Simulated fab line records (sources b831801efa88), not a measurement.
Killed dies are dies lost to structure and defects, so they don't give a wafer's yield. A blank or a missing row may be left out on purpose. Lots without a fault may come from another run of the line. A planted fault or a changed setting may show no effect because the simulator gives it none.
What tool caused it? | flow sky130 | 33 wafers from 11 lots sampled at 5 of the route's 708 steps

## WHAT EACH GAUGE READ, for each wafer
SKY_SONOS_ONO_THK_MEAS_01. Usual: SONOS_ONO_OXIDATION_THK gives 2.60 nm (standard deviation 0.054).
lot  | measured     | on           | SONOS_ONO_OXIDATION_THK (nm) | flag
L674 | day 11 07:44 | filmMetro-03 | 2.60 2.60 2.55               | 
L677 | day 12 08:59 | filmMetro-03 | 2.56 2.57 2.63               | 
L676 | day 12 11:01 | filmMetro-03 | 2.63 2.58 2.59               | 
L678 | day 12 19:07 | filmMetro-02 | 2.61 2.59 2.66               | 
L682 | day 13 23:22 | filmMetro-02 | 2.14 2.19 2.15               | OFF
L683 | day 14 07:09 | filmMetro-01 | 2.12 2.10 2.06               | OFF
L691 | day 16 23:23 | filmMetro-02 | 2.62 2.62 2.67               | 
L694 | day 17 14:11 | filmMetro-03 | 2.57 2.47 2.49               | 
L695 | day 17 20:31 | filmMetro-02 | 2.51 2.51 2.56               | 
L696 | day 18 06:00 | filmMetro-01 | 2.67 2.63 2.66               | 
L697 | day 18 21:25 | filmMetro-01 | 2.62 2.69 2.62               | 

SKY_LDD_LDN_TW_MEAS_13. Usual: LDD_LDN_TW gives 1473 (standard deviation 10).
lot  | measured     | on           | LDD_LDN_TW     | flag
L674 | day 22 18:02 | filmMetro-03 | 1482 1480 1491 | 
L677 | day 24 16:35 | filmMetro-02 | 1474 1479 1481 | 
L676 | day 24 15:47 | filmMetro-02 | 1482 1482 1483 | 
L678 | day 28 07:02 | filmMetro-01 | 1454 1453 1456 | 
L682 | day 28 10:38 | filmMetro-03 | 1479 1480 1483 | 
L683 | day 28 09:26 | filmMetro-02 | 1463 1464 1471 | 
L691 | day 28 21:08 | filmMetro-01 | 1468 1472 1466 | 
L694 | day 29 10:38 | filmMetro-02 | 1472 1469 1477 | 
L695 | day 29 15:56 | filmMetro-03 | 1475 1470 1471 | 
L696 | day 30 00:44 | filmMetro-03 | 1485 1476 1468 | 
L697 | day 30 14:48 | filmMetro-03 | 1478 1483 1482 | 

## EACH LOT AND THE TOOL THAT RAN IT (in order: tool; ch and the chambers of the sampled wafers; start)
lot  | SKY_PWDE_STRIP_09                  | SKY_SONOS_ONO_OXIDATION_00    | SKY_RES_PROTECT_STRIP_07
L674 | plasmaAsher-02 ch 0,1, day 3 20:47 | furnace-02 ch 0, day 11 06:23 | plasmaAsher-03 ch 0,1, day 15 07:04
L677 | plasmaAsher-03 ch 0,1, day 4 14:20 | furnace-02 ch 0, day 12 07:38 | plasmaAsher-04 ch 0,1, day 15 23:42
L676 | plasmaAsher-01 ch 0,1, day 4 14:41 | furnace-01 ch 0, day 12 09:40 | plasmaAsher-04 ch 0,1, day 15 21:22
L678 | plasmaAsher-02 ch 0,1, day 4 17:11 | furnace-01 ch 0, day 12 17:47 | plasmaAsher-03 ch 0,1, day 20 17:12
L682 | plasmaAsher-02 ch 0, day 5 17:47   | furnace-01 ch 0, day 13 22:01 | plasmaAsher-03 ch 0,1, day 20 17:48
L683 | plasmaAsher-01 ch 1, day 5 22:26   | furnace-01 ch 0, day 14 05:49 | plasmaAsher-03 ch 0,1, day 20 17:30
L691 | plasmaAsher-01 ch 0,1, day 7 22:38 | furnace-02 ch 0, day 16 22:02 | plasmaAsher-02 ch 0,1, day 21 07:12
L694 | plasmaAsher-01 ch 0,1, day 8 12:49 | furnace-02 ch 0, day 17 12:51 | plasmaAsher-03 ch 0,1, day 21 20:12
L695 | plasmaAsher-02 ch 0,1, day 8 17:05 | furnace-02 ch 0, day 17 19:10 | plasmaAsher-03 ch 0,1, day 22 03:28
L696 | plasmaAsher-01 ch 0,1, day 8 23:41 | furnace-01 ch 0, day 18 04:39 | plasmaAsher-03 ch 0,1, day 22 13:26
L697 | plasmaAsher-02 ch 0,1, day 9 09:11 | furnace-01 ch 0, day 18 20:02 | plasmaAsher-02 ch 0,1, day 23 02:26
- SKY_PWDE_STRIP_09: strips in O2/N2.
- SKY_SONOS_ONO_OXIDATION_00: stabilise 600 s, purge 300 s, target thk 2.6 nm.
- SKY_RES_PROTECT_STRIP_07: strips in O2/N2.

## WHAT THE TOOLS THEMSELVES READ (means of the sampled wafers that have a number; where no wafer has one, the mark that the record gives instead)
SKY_PWDE_STRIP_09. Usual: drypumpMotorCurrentA 5.6 A, standard deviation 0.54; oesProductAu 0.723 a.u., standard deviation 0.0047; stripTimeToEndpointS 36.91 s, standard deviation 0.088.
lot  | tool           | drypumpMotorCurrentA (A) | oesProductAu (a.u.) | stripTimeToEndpointS (s) | flag
L674 | plasmaAsher-02 | 5.8                      | 0.724               | 36.78                    | 
L677 | plasmaAsher-03 | 5.3                      | 0.722               | 37.01                    | 
L676 | plasmaAsher-01 | 5.5                      | 0.723               | 36.88                    | 
L678 | plasmaAsher-02 | 6.2                      | 0.722               | 36.91                    | 
L682 | plasmaAsher-02 | 6.7                      | 0.727               | 36.83                    | 
L683 | plasmaAsher-01 | 5.6                      | 0.721               | 36.85                    | 
L691 | plasmaAsher-01 | 5.4                      | 0.726               | 36.93                    | 
L694 | plasmaAsher-01 | 5.4                      | 0.721               | 36.85                    | 
L695 | plasmaAsher-02 | 6.3                      | 0.724               | 36.81                    | 
L696 | plasmaAsher-01 | 5.5                      | 0.724               | 36.90                    | 
L697 | plasmaAsher-02 | 5.8                      | 0.720               | 36.79                    | 

SKY_SONOS_ONO_OXIDATION_00. Usual: for spikeTcCentreC, 799.4 C with a standard deviation of 1.9; for spikeTcLowerC, 799.4 C with a standard deviation of 1.3; for spikeTcTopC, 812.1 C with a standard deviation of 1.6; for spikeTcUpperC, 800.3 C with a standard deviation of 0.99; for tubeCenterTempC, 800 C with a standard deviation of 0.07; for tube_center_temp_C_max, 802.1 with a standard deviation of 0.33; for zonePowerCentrePct, 15.4 % with a standard deviation of 0.61.
lot  | tool       | spikeTcCentreC (C) | spikeTcLowerC (C) | spikeTcTopC (C) | spikeTcUpperC (C) | tubeCenterTempC (C) | tube_center_temp_C_max | zonePowerCentrePct (%) | flag
L674 | furnace-02 | 801.5              | 800.4             | 810.9           | 800.4             | 800                 | 802.0                  | 16.1                   | 
L677 | furnace-02 | 801.1              | 799.6             | 811.3           | 799.8             | 800                 | 801.9                  | 16.0                   | 
L676 | furnace-01 | 798.1              | 798.9             | 813.5           | 799.5             | 800                 | 802.2                  | 14.9                   | 
L678 | furnace-01 | 798.2              | 798.5             | 813.8           | 798.7             | 800                 | 802.0                  | 14.8                   | 
L682 | furnace-01 | 785.7              | 785.4             | 801.7           | 787.9             | 787                 | 789.1                  | 14.2                   | OFF
L683 | furnace-01 | 784.8              | 785.2             | 802.5           | 787.7             | 787                 | 789.2                  | 14.4                   | OFF
L691 | furnace-02 | 800.6              | 799.3             | 810.7           | 800.9             | 800                 | 802.1                  | 16.1                   | 
L694 | furnace-02 | 800.2              | 800.0             | 810.7           | 799.6             | 800                 | 801.8                  | 16.0                   | 
L695 | furnace-02 | 801.5              | 800.2             | 810.9           | 800.5             | 800                 | 802.3                  | 15.8                   | 
L696 | furnace-01 | 797.3              | 799.1             | 813.6           | 800.5             | 800                 | 802.2                  | 14.8                   | 
L697 | furnace-01 | 797.9              | 798.0             | 812.8           | 799.9             | 800                 | 802.3                  | 14.8                   | 

SKY_RES_PROTECT_STRIP_07. Usual: drypumpMotorCurrentA 5.7 A, standard deviation 0.66; oesProductAu 0.517 a.u., standard deviation 0.0045; stripTimeToEndpointS 23.29 s, standard deviation 0.043.
lot  | tool           | drypumpMotorCurrentA (A) | oesProductAu (a.u.) | stripTimeToEndpointS (s) | flag
L674 | plasmaAsher-03 | 5.2                      | 0.515               | 23.24                    | 
L677 | plasmaAsher-04 | 5.7                      | 0.519               | 23.32                    | 
L676 | plasmaAsher-04 | 5.6                      | 0.518               | 23.29                    | 
L678 | plasmaAsher-03 | 5.2                      | 0.516               | 23.37                    | 
L682 | plasmaAsher-03 | 5.5                      | 0.521               | 23.30                    | 
L683 | plasmaAsher-03 | 5.5                      | 0.520               | 23.32                    | 
L691 | plasmaAsher-02 | 6.3                      | 0.517               | 23.24                    | 
L694 | plasmaAsher-03 | 5.2                      | 0.516               | 23.27                    | 
L695 | plasmaAsher-03 | 5.2                      | 0.519               | 23.30                    | 
L696 | plasmaAsher-03 | 5.5                      | 0.514               | 23.31                    | 
L697 | plasmaAsher-02 | 6.3                      | 0.514               | 23.27                    | 

## THE ANSWER, worked out from the rows above alone
Rule: take the mean of a lot's wafers that have a number; if it is more than 3 standard deviations from the usual mean, the lot is off. Also off: a lot with no number at a reading for which 4 or more lots have one. Any other lot the step has rows for is counted as sound. First the gauges in route order, then the tools' own readings, where a lot's mean is used as printed above. The first step at which some lot is off is used, and at that step the reading that is off furthest; a lot without a number counts as furthest.
Off: L682, L683, at SKY_SONOS_ONO_THK_MEAS_01 (SONOS_ONO_OXIDATION_THK).
A tool fits if, at a process step before that reading, it ran every lot that is off, and no sound lot after the first of them. Not tried: the gauges at SKY_SONOS_ONO_THK_MEAS_01; whatever is off there is also off at SKY_SONOS_ONO_OXIDATION_00, on other tools, and gauge error can't account for it. None of those tried fits.

## WHAT THE SIMULATOR HAD INSERTED
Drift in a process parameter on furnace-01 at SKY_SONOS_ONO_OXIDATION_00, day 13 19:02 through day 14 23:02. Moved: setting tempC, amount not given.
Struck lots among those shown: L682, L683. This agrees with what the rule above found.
